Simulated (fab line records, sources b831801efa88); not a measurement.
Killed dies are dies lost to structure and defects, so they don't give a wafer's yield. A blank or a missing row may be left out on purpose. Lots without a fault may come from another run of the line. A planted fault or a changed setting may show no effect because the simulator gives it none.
A struck lot beside a sound one | flow gf180mcu | 17 steps out of a route of 602
Sound: wafers L348.2, L348.4, L348.5. Struck: wafer L355.2. (L355.6 of the same lot was not struck and is left out.) The cause comes at the end.
At each step with rows: each side's tool, then ch and its chambers, then its first start. Under that, the readings that differ: sound wafers | struck wafers | difference of the means | sigmas: that difference in standard deviations of wafers without a fault.
alike: readings whose means differ by less than 2 such deviations, and words and numbers that are the same on both sides. not compared: withheld readings, readings that some wafer has no value for, bounds like >300 that may hide the same value, and numbers for which the record gives no deviation and whose values overlap.
The two part at a step that has a row with sigmas, a row that says differs or no value, or rows on one side only. Numbers that don't overlap but have no deviation are shown without sigmas and don't part them. A reading that every wafer of one side lacks parts them only if that side has two wafers or more.

GF_MIM_STRIP_20: strips in O2/N2.
  sound on plasma_asher-03 ch 0,1, day 25 09:57; struck on plasma_asher-04 ch 0, day 27 20:44
  alike: chamber_pressure_mTorr, drypump_motor_current_A, heater_power_w, oes_product_au, strip_time_to_endpoint_s
  not compared: rf_hours_counter_h
then, 9 steps without rows for these wafers: GF_MIM_STRIP_21 (strips in post etch residue remover, time 1200 s); GF_MIM_CLEAN_22 (cleans in DIW); GF_M5_DEHYDRATE_00 (time 60 s); GF_M5_HMDS_01 (prime time 60 s); GF_M5_COAT_02 (resist thk 1000 nm); GF_M5_SOFTBAKE_03 (time 60 s); GF_M5_EXPOSE_04 (exposes mask Metal5, target cd 280 nm); GF_M5_PEB_05 (peb time 90 s); GF_M5_DEVELOP_06 (develop time 60 s).
GF_M5_CD_MEAS_07: target cd 280 nm.
  sound on cd_sem-02, day 26 07:12; struck on cd_sem-02, day 28 16:27
  reading    | sound             | struck | difference | sigmas
  cd_nm (nm) | 282.5 282.8 281.6 | 279.2  | -3.1       | -2
GF_M5_OVL_MEAS_08:
  sound on overlay-01, day 26 07:19; struck on overlay-01, day 28 16:34
  alike: M5_OVL
GF_M5_ETCH_09: etches Si3N4 in CF4/O2, target depth 52 nm, time 11.6 s.
  sound on rie_diel-01 ch 1,2,3, day 26 07:20; struck on rie_diel-01 ch 0, day 28 16:35
  reading                             | sound             | struck | difference | sigmas
  oes_product_au (a.u.)               | 0.989 1.022 1.000 | 1.342  | +0.338     | +34
  throttle_valve_pct (%)              | 5.965 5.984 5.961 | 6.055  | +0.085     | +9
  model.etch.depth_nm (nm)            | 51.35 53.58 51.62 | 80.67  | +28.49     |
  model.KrF_of_M5_COAT_02.thk_nm (nm) | 954.1 950.5 949.9 | 937.7  | -13.8      |
  alike: chamber_pressure_mTorr, drypump_motor_current_A
  not compared: rf_hours_counter_h
GF_M5_METAL_ETCH_10: etches the open film in Cl2/BCl3, stops on SiO2, target depth 750.8 nm, time 125.1 s.
  sound on rie_metal-04 ch 0,1, day 26 07:22; struck on rie_metal-02 ch 0, day 28 16:37
  reading                             | sound           | struck | difference | sigmas
  drypump_motor_current_A (A)         | 5.4 5.6 5.4     | 6.5    | +1.0       | +3
  model.KrF_of_M5_COAT_02.thk_nm (nm) | 654.2 656.1 645 | 635.5  | -16.3      |
  alike: chamber_pressure_mTorr, oes_product_au, throttle_valve_pct
  not compared: rf_hours_counter_h
GF_M5_STRIP_11: strips in O2/N2.
  sound on plasma_asher-02 ch 0,1, day 26 07:29; struck on plasma_asher-03 ch 1, day 28 16:44
  reading                      | sound          | struck | difference | sigmas
  strip_time_to_endpoint_s (s) | 7.08 7.12 6.99 | 6.89   | -0.17      | -3
  alike: chamber_pressure_mTorr, drypump_motor_current_A, heater_power_w, oes_product_au
  not compared: rf_hours_counter_h
then, 1 step without rows for these wafers: GF_M5_STRIP_12 (strips in post etch residue remover, time 1200 s).
-- the record jumps here: 3 days lie between the struck wafers' starts before and after (it left off in module M5 and takes up again in module PASSIVATION, whose first step shown is number 602 of the route) --
GF_PASSIVATION_PROBE_99:
  the record has rows for the struck wafers here (prober-02, day 31 06:47) and none for the sound ones

WHERE THEY PART
First at GF_M5_CD_MEAS_07; last, within this record, at GF_PASSIVATION_PROBE_99.

WHY: what the simulator had put in
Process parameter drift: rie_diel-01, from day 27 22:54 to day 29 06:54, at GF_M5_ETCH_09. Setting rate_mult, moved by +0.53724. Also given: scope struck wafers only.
